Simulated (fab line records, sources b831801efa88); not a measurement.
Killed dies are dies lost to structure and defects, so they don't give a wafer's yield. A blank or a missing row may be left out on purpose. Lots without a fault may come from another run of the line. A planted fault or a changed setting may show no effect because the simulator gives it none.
Which tool did it? | flow sky130 | 11 lots, 33 wafers sampled, at 5 steps of a route of 708

WHAT THE GAUGES READ, wafer by wafer
SKY_SONOS_ONO_OVL_MEAS_14. Usual: SONOS_ONO_OVL -0.6 nm, standard deviation 1.6.
lot  | measured     | on         | SONOS_ONO_OVL (nm) | flag
L581 | day 13 01:05 | overlay-02 | -1.0 -1.5 -0.5     |
L582 | day 13 11:17 | overlay-02 | -1.5 -0.8 0.0      |
L583 | day 13 15:36 | overlay-02 | -1.6 -1.8 -1.5     |
L590 | day 16 01:25 | overlay-01 | 1.0 0.3 1.2        |
L591 | day 16 11:14 | overlay-02 | -3.4 -2.7 -5.2     |
L598 | day 19 01:32 | overlay-01 | -1.1 -0.6 -2.1     |
L599 | day 19 05:12 | overlay-01 | 1.4 0.5 0.0        |
L600 | day 19 19:34 | overlay-02 | -0.7 0.2 -1.7      |
L601 | day 20 04:32 | overlay-02 | 0.7 -0.3 0.1       |
L602 | day 20 12:56 | overlay-01 | -0.4 -0.8 -1.6     |
L603 | day 20 19:29 | overlay-01 | -0.3 -1.4 1.8      |

SKY_RES_PROTECT_TW_MEAS_08. Usual: POLY_GATE_TW 4053, standard deviation 36.
lot  | measured     | on            | POLY_GATE_TW   | flag
L581 | day 15 10:29 | film_metro-02 | 4027 4018 4050 |
L582 | day 15 23:14 | film_metro-01 | 4004 4011 4011 |
L583 | day 16 03:22 | film_metro-02 | 3999 4025 4018 |
L590 | day 18 19:31 | film_metro-02 | 4030 4009 4028 |
L591 | day 19 06:13 | film_metro-01 | 4082 4094 4087 |
L598 | day 21 22:12 | film_metro-04 | 4048 4062 4045 |
L599 | day 22 02:02 | film_metro-02 | 4006 4002 3989 |
L600 | day 22 13:36 | film_metro-01 | 4064 4051 4059 |
L601 | day 22 22:43 | film_metro-01 | 4059 4076 4055 |
L602 | day 23 07:31 | film_metro-04 | 4057 4064 4059 |
L603 | day 23 14:00 | film_metro-01 | 4113 4115 4117 |

SKY_LDD_N_TW_MEAS_17. Usual: LDD_N_TW 2587, standard deviation 17.
lot  | measured     | on            | LDD_N_TW       | flag
L581 | day 18 01:45 | film_metro-04 | 2608 2597 2596 |
L582 | day 18 18:15 | film_metro-04 | 2605 2599 2613 |
L583 | day 18 22:16 | film_metro-03 | 2552 2557 2550 |
L590 | day 21 14:51 | film_metro-02 | 3026 3036 3023 | OFF
L591 | day 22 01:10 | film_metro-04 | 3025 3041 3022 | OFF
L598 | day 24 16:30 | film_metro-03 | 2579 2569 2578 |
L599 | day 24 19:40 | film_metro-04 | 2597 2610 2598 |
L600 | day 25 05:44 | film_metro-04 | 2567 2585 2583 |
L601 | day 25 14:46 | film_metro-04 | 2582 2591 2574 |
L602 | day 26 02:27 | film_metro-04 | 2584 2592 2580 |
L603 | day 26 07:02 | film_metro-04 | 2600 2589 2590 |

WHICH TOOL RAN EACH LOT (tool, then ch and the chambers of the sampled wafers, then the start)
lot  | SKY_LDD_N_IMPLANT_08            | SKY_LDD_N_STRIP_16
L581 | implanter-03 ch 0, day 18 00:28 | plasma_asher-03 ch 0,1, day 18 01:38
L582 | implanter-03 ch 0, day 18 16:58 | plasma_asher-03 ch 0,1, day 18 18:08
L583 | implanter-03 ch 0, day 18 20:59 | plasma_asher-01 ch 0,1, day 18 22:10
L590 | implanter-04 ch 0, day 21 13:33 | plasma_asher-01 ch 0,1, day 21 14:45
L591 | implanter-04 ch 0, day 21 23:54 | plasma_asher-01 ch 0,1, day 22 01:05
L598 | implanter-03 ch 0, day 24 15:12 | plasma_asher-01 ch 0,1, day 24 16:24
L599 | implanter-03 ch 0, day 24 18:24 | plasma_asher-02 ch 0,1, day 24 19:35
L600 | implanter-04 ch 0, day 25 04:26 | plasma_asher-03 ch 0,1, day 25 05:38
L601 | implanter-04 ch 0, day 25 13:28 | plasma_asher-03 ch 0, day 25 14:39
L602 | implanter-04 ch 0, day 26 01:09 | plasma_asher-01 ch 0,1, day 26 02:21
L603 | implanter-01 ch 0, day 26 05:44 | plasma_asher-02 ch 0,1, day 26 06:56
- SKY_LDD_N_IMPLANT_08
- SKY_LDD_N_STRIP_16: strips in O2/N2.

WHAT THE TOOLS THEMSELVES READ (means of the sampled wafers that have a number; where no wafer has one, the mark that the record gives instead)
SKY_LDD_N_IMPLANT_08. Usual: beam_on_s 10.01 s, standard deviation 0.19; dose_ions_cm2 7.501e+13, standard deviation 8.3e+10; faraday_current_uA 422, standard deviation 8.
lot  | tool         | beam_on_s (s) | dose_ions_cm2 | faraday_current_uA | flag
L581 | implanter-03 | 10.17         | 7.502e+13     | 416                |
L582 | implanter-03 | 10.00         | 7.500e+13     | 423                |
L583 | implanter-03 | 10.00         | 7.501e+13     | 423                |
L590 | implanter-04 | 72.92         | 8.021e+14     | 620                | OFF
L591 | implanter-04 | 72.98         | 8.022e+14     | 622                | OFF
L598 | implanter-03 | 9.99          | 7.507e+13     | 422                |
L599 | implanter-03 | 10.15         | 7.510e+13     | 417                |
L600 | implanter-04 | 10.14         | 7.499e+13     | 416                |
L601 | implanter-04 | 9.96          | 7.498e+13     | 424                |
L602 | implanter-04 | 9.97          | 7.498e+13     | 424                |
L603 | implanter-01 | 9.83          | 7.499e+13     | 431                |

SKY_LDD_N_STRIP_16. Usual: drypump_motor_current_A 5.7 A, standard deviation 0.42; oes_product_au 0.406 a.u., standard deviation 0.0045; strip_time_to_endpoint_s 4.312 s, standard deviation 0.015.
lot  | tool            | drypump_motor_current_A (A) | oes_product_au (a.u.) | strip_time_to_endpoint_s (s) | flag
L581 | plasma_asher-03 | 5.7                         | 0.404                 | 4.332                        |
L582 | plasma_asher-03 | 5.8                         | 0.404                 | 4.315                        |
L583 | plasma_asher-01 | 5.9                         | 0.406                 | 4.302                        |
L590 | plasma_asher-01 | 6.0                         | 0.404                 | 5.796                        | OFF
L591 | plasma_asher-01 | 5.7                         | 0.400                 | 5.796                        | OFF
L598 | plasma_asher-01 | 5.7                         | 0.401                 | 4.319                        |
L599 | plasma_asher-02 | 5.5                         | 0.404                 | 4.318                        |
L600 | plasma_asher-03 | 5.7                         | 0.410                 | 4.330                        |
L601 | plasma_asher-03 | 5.6                         | 0.412                 | 4.301                        |
L602 | plasma_asher-01 | 5.7                         | 0.408                 | 4.318                        |
L603 | plasma_asher-02 | 5.5                         | 0.408                 | 4.321                        |

THE ANSWER, worked out from the rows above alone
Rule: a lot is off if the mean of its wafers that have a number lies more than 3 standard deviations from the usual mean. A lot without any number at a reading at which 4 lots or more have one is off too. The other lots that the step has rows for count as sound. The gauges are gone through in route order, then the tools' own readings, and for those a lot's mean is taken as printed above. The first step at which some lot is off is used, and at that step the reading that is off furthest; a lot without a number counts as furthest.
Off: L590, L591, at SKY_LDD_N_TW_MEAS_17 (LDD_N_TW).
A tool fits if, at a process step before that reading, it ran every lot that is off, and no sound lot after the first of them. The gauges at SKY_LDD_N_TW_MEAS_17 aren't tried: what is off there is off at SKY_LDD_N_IMPLANT_08 too, on other tools, and a gauge's error can't cause that. None of those tried fits.

WHAT THE SIMULATOR HAD PUT IN
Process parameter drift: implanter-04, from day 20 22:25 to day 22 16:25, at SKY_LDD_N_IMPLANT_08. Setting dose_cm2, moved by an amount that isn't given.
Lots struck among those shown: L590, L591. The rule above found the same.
